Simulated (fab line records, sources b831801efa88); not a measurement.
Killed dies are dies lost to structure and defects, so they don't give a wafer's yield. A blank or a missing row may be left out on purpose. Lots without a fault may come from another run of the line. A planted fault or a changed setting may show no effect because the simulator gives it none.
Chamber matching | flow sky130 | SKY_PASSIVATION_CVD_00 on pecvd-03: 3 sister chambers
The step deposits SiO2, target thk 90 nm. 14 wafers are shown with their chamber, then 7 later ones without.

WAFERS WITH THEIR CHAMBER
wafer  | chamber | heater_power_w (W)
L368.2 | 0       | 712
L368.3 | 1       | 721
L368.4 | 1       | 750
L370.2 | 1       | 769
L370.3 | 0       | 750
L370.5 | 2       | 784
L371.1 | 1       | 792
L371.4 | 2       | 760
L371.5 | 0       | 663
L377.3 | 0       | 782
L377.4 | 1       | 699
L377.6 | 0       | 762
L379.3 | 0       | 773
L379.5 | 2       | 760

SIGNATURES (means of the wafers above)
reading        | chamber 0 | chamber 1 | chamber 2 | scatter within a chamber
heater_power_w | 740.33    | 746.20    | 768.00    | 38.2
Rule: a wafer's distance from a chamber is the root of the sum, over the readings, of the square of ((its reading less the chamber's mean) divided by the reading's scatter). The wafer belongs to the nearest chamber; if the next one is less than 2 further off, it can't be placed. The scatter: the root of (the sum of the squares of (reading less its chamber's mean) over the shown wafers, divided by (wafers less chambers)).

WAFERS WITHOUT THEIR CHAMBER
wafer  | heater_power_w (W)
L379.6 | 755
L384.1 | 752
L384.2 | 826
L384.5 | 656
L386.2 | 739
L386.3 | 746
L386.4 | 753

WHICH CHAMBER EACH WENT THROUGH
wafer  | from the rows above          | in truth
L379.6 | can't be placed: 1 or 2 or 0 | 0
L384.1 | can't be placed: 1 or 0 or 2 | 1
L384.2 | can't be placed: 2 or 1 or 0 | 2
L384.5 | can't be placed: 0 or 1 or 2 | 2
L386.2 | can't be placed: 0 or 1 or 2 | 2
L386.3 | can't be placed: 1 or 0 or 2 | 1
L386.4 | can't be placed: 1 or 0 or 2 | 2
Placed correctly: 0 of 7. Can't be placed from these rows: 7 (the true chamber is among the candidates in 7). Placed wrongly: 0.
